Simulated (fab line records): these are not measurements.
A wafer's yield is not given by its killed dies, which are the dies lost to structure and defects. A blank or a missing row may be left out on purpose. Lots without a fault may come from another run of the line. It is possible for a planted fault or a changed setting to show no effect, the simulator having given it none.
fab line records | flow sky130
[record] lots = 15 wafers = 45 last-day = 50
route steps=708 shown SONOS_ONO@168 POLY_GATE@236 LDD_LDN@301 POLY_CUT@315
lots untouched by any fault: they come from a run of this same line in which no faults occurred
start-h: hours from the record's first day to the start of the lot's first wafer shown | wait-h: hours elapsed since this lot's preceding step | " the same as in the row above | L1.1+2: a single row standing in for several wafers | - value missing, or start not given | * or withheld: withheld | < > ~ a bound
route shown NAME@n: a module of which the file shows steps, and the number in the route of the first | usual: the fault-free wafers' mean and standard deviation | same: alike in all rows | chamber/n: place in a boat | sites: per-site readings | _std_site: standard deviation across them | _edge_site: mean of outer sites minus mean of inner sites | radius-mm: for every site, how far away it sits from the centre of the wafer | mask NAME#n: copy n | behind: tool/chamber where the wafer was last shaped | hold: why the lot was held/for how many hours/how that ended | device: the transistor (n, p or np) that didn't switch | end of line: the same wafers' tests at the end of the route | a step given without rows: its recipe and nothing more | killed: dies lost to structure and defects at the first sort, not the wafer's yield | map: the dies of a wafer, with x for killed, . for not killed, _ for no die there
set.NAME: the setting as run; set.NAME@STEP: as run at that earlier step | model.NAME: the simulator's own value behind a step, which no gauge read
the route's steps for a sample of lots (tables are steps, rows are wafers)
services: a tool's chamber out of use, with start hour (start-h, from the record's first day; less than 0 if before it), hours out, and reason
[[steps]]
[step SKY_SONOS_ONO_OXIDATION_00]
[recipe] temp-c = 800 ambient = O2 idle-temp-c = 700 ramp-up-c-per-min = 10 ramp-down-c-per-min = 3 stabilise-s = 600 purge-s = 300 target-thk-a = 26 ox-time-s = 1249
[usual] ox-temp-c = 800.0/0.38 ox-temp-c-max = 803.5/0.68 zone-power-top-pct = 30.4/0.73 zone-power-upper-pct = 14.9/1.1
// columns lot.wafer tool chamber start-h wait-h ox-temp-c ox-temp-c-max zone-power-top-pct zone-power-upper-pct
L534.1 furnace-01 0 250.86 0.4 800.3 803.6 29.5 13.3
L534.4 " 0 " " 799.8 804.1 30.4 13.2
L534.6 " 0 " " 800.4 804.0 30.0 13.5
L535.1 furnace-01 0 269.08 1.2 799.9 803.4 29.5 13.4
L535.5 " 0 " " 799.7 803.1 29.4 13.5
L535.6 " 0 " " 799.6 803.1 29.2 13.5
L536.2 furnace-02 0 274.93 0.0 800.7 804.1 31.0 15.6
L536.3 " 0 " " 801.1 804.3 30.7 15.6
L536.5 " 0 " " 800.3 803.6 30.4 15.9
L537.1 furnace-01 0 292.10 1.2 799.9 803.0 29.2 13.5
L537.4 " 0 " " 800.5 803.4 29.4 13.3
L537.5 " 0 " " 800.2 802.9 30.1 13.5
L538.1 furnace-01 0 292.10 1.1 799.1 803.8 29.6 13.2
L538.2 " 0 " " 799.4 801.9 29.3 13.4
L538.6 " 0 " " 799.6 803.6 30.0 13.5
L539.1 furnace-02 0 293.95 1.1 800.4 803.3 30.5 15.9
L539.4 " 0 " " 800.0 803.7 30.9 15.7
L539.5 " 0 " " 799.3 804.3 30.5 15.5
L540.1 furnace-02 0 309.74 2.8 800.0 804.5 31.5 15.8
L540.3 " 0 " " 800.1 803.2 31.3 15.4
L540.5 " 0 " " 800.4 804.0 31.5 15.8
L541.3 furnace-02 0 323.13 0.5 800.4 803.5 31.3 15.7
L541.4 " 0 " " 800.4 803.8 31.0 15.7
L541.6 " 0 " " 799.7 802.9 31.0 15.7
L542.1 furnace-01 0 325.52 1.0 800.0 803.3 29.5 13.4
L542.2 " 0 " " 800.0 803.6 29.9 13.2
L542.3 " 0 " " 799.9 803.2 30.0 13.4
L545.4 furnace-02 0 349.18 0.0 800.0 804.4 30.9 15.7
L545.5 " 0 " " 800.2 803.7 31.3 15.7
L545.6 " 0 " " 800.4 803.4 31.3 15.4
L546.2 furnace-02 - 353.43 3.0 - - - -
L546.4 " - " " - - - -
L546.6 " - " " - - - -
L547.3 furnace-02 - 361.80 5.7 - - - -
L547.4 " - " " - - - -
L547.6 " - " " - - - -
L548.2 furnace-02 - 378.59 4.5 - - - -
L548.3 " - " " - - - -
L548.5 " - " " - - - -
L555.1 furnace-02 0 423.15 0.9 800.4 803.6 30.5 15.6
L555.2 " 0 " " 799.6 803.3 31.2 15.7
L555.5 " 0 " " 800.2 803.8 31.0 15.4
L556.1 furnace-02 0 439.70 0.0 799.6 804.0 30.7 15.8
L556.2 " 0 " " 799.5 802.8 31.2 15.7
L556.4 " 0 " " 799.7 803.1 31.4 15.7
[step SKY_POLY_GATE_CD_MEAS_22]
[usual] cd-nm = 149.1/2.1
// columns lot.wafer tool chamber start-h wait-h cd-nm
L534.1 cd-sem-01 - 375.78 0.2 151.4
L534.4 " - " " 149.3
L534.6 " - " " 149.6
L535.1 cd-sem-01 - 392.31 0.1 150.8
L535.5 " - " " 147.8
L535.6 " - " " 146.8
L536.2 cd-sem-01 - 400.52 0.1 146.3
L536.3 " - " " 148.4
L536.5 " - " " 152.9
L537.1 cd-sem-02 - 420.33 0.1 147.7
L537.4 " - " " 144.0
L537.5 " - " " 146.4
L539.1 cd-sem-01 - 420.42 0.1 148.6
L539.4 " - " " 153.4
L539.5 " - " " 146.7
L538.1 cd-sem-02 - 420.50 0.2 146.4
L538.2 " - " " 150.5
L538.6 " - " " 149.2
L540.1 cd-sem-02 - 446.59 0.1 149.5
L540.3 " - " " 148.4
L540.5 " - " " 147.6
L542.1 cd-sem-02 - 458.91 0.1 149.4
L542.2 " - " " 152.4
L542.3 " - " " 147.7
L541.3 cd-sem-01 - 459.03 0.1 150.1
L541.4 " - " " 146.6
L541.6 " - " " 146.5
L545.4 cd-sem-02 - 482.51 0.1 151.0
L545.5 " - " " 149.7
L545.6 " - " " 149.6
L555.1 cd-sem-02 - 565.90 0.1 149.6
L555.2 " - " " 147.7
L555.5 " - " " 149.8
L556.1 cd-sem-01 - 573.90 0.1 156.1
L556.2 " - " " 153.4
L556.4 " - " " 153.1
[step SKY_LDD_LDN_STRIP_12]
[recipe] chemistry = O2/N2 power-w = 1400 pressure-mtorr = 1500 platen-temp-c = withheld o2-flow-sccm = 3000 n2-flow-sccm = 300 overash-fraction = 0.5
[usual] drypump-motor-current-A = 5.4/0.58 oes-product-au = 0.716/0.0046 strip-time-to-endpoint-s = 14.18/0.044
// columns lot.wafer tool chamber start-h wait-h drypump-motor-current-A oes-product-au rf-hours-counter-h strip-time-to-endpoint-s
L534.1 plasma-asher-01 1 526.23 0.1 5.6 0.720 36 14.13
L534.4 " 1 " " 5.6 0.724 - 14.13
L534.6 " 1 " " 5.6 0.724 - 14.11
L535.1 plasma-asher-04 1 544.40 0.1 4.8 0.715 12 14.17
L535.5 " 1 " " 4.8 0.722 - 14.19
L535.6 " 0 " " 6.4 0.714 - 14.20
L536.2 plasma-asher-04 0 553.90 0.1 6.4 0.721 14 14.13
L536.3 " 1 " " 4.9 0.717 - 14.14
L536.5 " 0 " " 6.4 0.719 - 14.13
L537.1 plasma-asher-02 0 572.80 0.1 5.2 0.716 84 14.16
L537.4 " 1 " " 5.0 0.719 - 14.16
L537.5 " 1 " " 5.0 0.716 - 14.21
L539.1 plasma-asher-01 0 573.10 0.1 5.8 0.716 40 14.16
L539.4 " 1 " " 5.6 0.719 - 14.18
L539.5 " 0 " " 5.8 0.724 - 14.22
L538.1 plasma-asher-04 0 573.40 0.1 6.3 0.720 16 14.20
L538.2 " 1 " " 4.8 0.714 16 14.24
L538.6 " 1 " " 4.8 0.716 - 14.25
L540.1 plasma-asher-04 1 599.10 0.1 4.8 0.722 18 14.17
L540.3 " 0 " " 6.4 0.718 - 14.19
L540.5 " 0 " " 6.3 0.718 - 14.21
L542.1 plasma-asher-02 1 609.88 0.1 5.0 0.718 88 14.13
L542.2 " 0 " " 5.2 0.708 88 14.17
L542.3 " 1 " " 5.0 0.715 - 14.14
L541.3 plasma-asher-02 0 610.65 0.1 5.2 0.710 - 14.16
L541.4 " 1 " " 5.0 0.722 - 14.18
L541.6 " 1 " " 4.9 0.712 - 14.21
L545.4 plasma-asher-04 1 631.34 0.1 4.8 0.710 - 14.25
L545.5 " 0 " " 6.4 0.713 - 14.25
L545.6 " 1 " " 4.8 0.709 - 14.21
L555.1 plasma-asher-04 1 710.05 0.1 4.8 0.712 30 14.20
L555.2 " 0 " " 6.3 0.716 30 14.19
L555.5 " 0 " " 6.3 0.713 - 14.20
L556.1 plasma-asher-01 1 716.52 0.1 5.6 0.713 55 14.18
L556.2 " 0 " " 5.8 0.710 55 14.15
L556.4 " 0 " " 5.8 0.709 - 14.21
[step SKY_POLY_CUT_CD_MEAS_08]
[recipe] target-cd-nm = 270
[usual] cd-nm = 270.1/1.4
// columns lot.wafer tool chamber start-h wait-h cd-nm
L534.1 cd-sem-01 - 559.38 - 268.8
L534.4 " - " " 269.0
L534.6 " - " " 269.6
L535.1 cd-sem-02 - 575.27 - 268.9
L535.5 " - " " 268.6
L535.6 " - " " 269.0
L536.2 cd-sem-01 - 584.50 - 268.8
L536.3 " - " " 270.0
L536.5 " - " " 269.8
L537.1 cd-sem-01 - 603.47 - 269.5
L537.4 " - " " 268.7
L537.5 " - " " 268.5
L539.1 cd-sem-01 - 604.12 - 271.1
L539.4 " - " " 271.3
L539.5 " - " " 270.8
L538.1 cd-sem-02 - 604.28 - 269.0
L538.2 " - " " 267.6
L538.6 " - " " 268.8
L540.1 cd-sem-02 - 629.20 - 270.1
L540.3 " - " " 270.1
L540.5 " - " " 269.4
L541.3 cd-sem-01 - 641.49 - 271.2
L541.4 " - " " 271.3
L541.6 " - " " 270.8
L542.1 cd-sem-02 - 641.92 - 270.5
L542.2 " - " " 268.9
L542.3 " - " " 269.0
L545.4 cd-sem-01 - 661.19 - 271.9
L545.5 " - " " 270.4
L545.6 " - " " 271.0
L555.1 cd-sem-02 - 740.07 - 268.2
L555.2 " - " " 269.4
L555.5 " - " " 268.6
L556.1 cd-sem-01 - 746.57 - 269.2
L556.2 " - " " 268.1
L556.4 " - " " 267.8
[[services]]
// columns tool chamber start-h hours kind
furnace-02 - 239.42 9.4 pm
plasma-asher-04 - 253.23 1.3 repair
plasma-asher-01 - 274.47 25.6 pm
furnace-02 - 279.29 3.6 pm
furnace-01 - 305.36 4.8 pm
furnace-01 - 349.70 39.2 repair
plasma-asher-02 - 354.79 15.6 pm
plasma-asher-04 - 404.28 1.1 repair
furnace-02 - 417.88 3.7 pm
plasma-asher-04 - 421.25 9.0 pm
plasma-asher-04 0 421.25 9.0 vent-cycle
plasma-asher-04 1 421.25 9.0 vent-cycle
furnace-02 - 441.64 20.0 repair
plasma-asher-01 - 451.72 25.9 repair
furnace-02 - 461.62 3.9 pm
furnace-01 - 472.89 3.5 pm
plasma-asher-04 - 475.77 2.8 pm
furnace-01 - 506.03 4.5 pm
furnace-01 - 510.58 4.4 pm
furnace-02 - 614.20 3.7 pm
plasma-asher-04 - 624.97 0.8 repair
furnace-01 - 640.89 3.2 pm
furnace-02 - 670.15 1.5 pm
furnace-02 - 699.64 4.1 pm
[[key]]
[first-sign] step = SKY_SONOS_ONO_OXIDATION_00 reading = tool-record direction = missing
effect none on later readings
met-at SKY_SONOS_ONO_OXIDATION_00
struck-lots L546,L547,L548
later-rows-left-out L546.2,L546.4,L546.6,L547.3,L547.4,L547.6,L548.2,L548.3,L548.5
sort-left-out L546.2,L546.4,L546.6,L547.3,L547.4,L547.6,L548.2,L548.3,L548.5
tester-left-out L546,L547,L548
not-acting-at SKY_POLY_GATE_CD_MEAS_22,SKY_LDD_LDN_STRIP_12,SKY_POLY_CUT_CD_MEAS_08
onset-between 349.18 353.43
[fault] kind = skipped-step-whole tool = furnace-02 chamber = - onset-h = 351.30 steps = SKY_SONOS_ONO_OXIDATION_00 scope = struck-lots-only
// tester-left-out: of these lots the tester's yield and bins aren't shown, on N5 and GAA mostly nor the transistor test; their killed dies are dies lost to structure and defects alone, not to doping, threshold or leakage, so they don't give the yield
// sort-left-out: the simulated sort isn't trusted on such a fault, so these wafers' sort isn't shown, and their yield isn't known
// later-rows-left-out: the simulator's readings of these wafers behind a module that went badly wrong aren't trusted and aren't shown, but for the sort
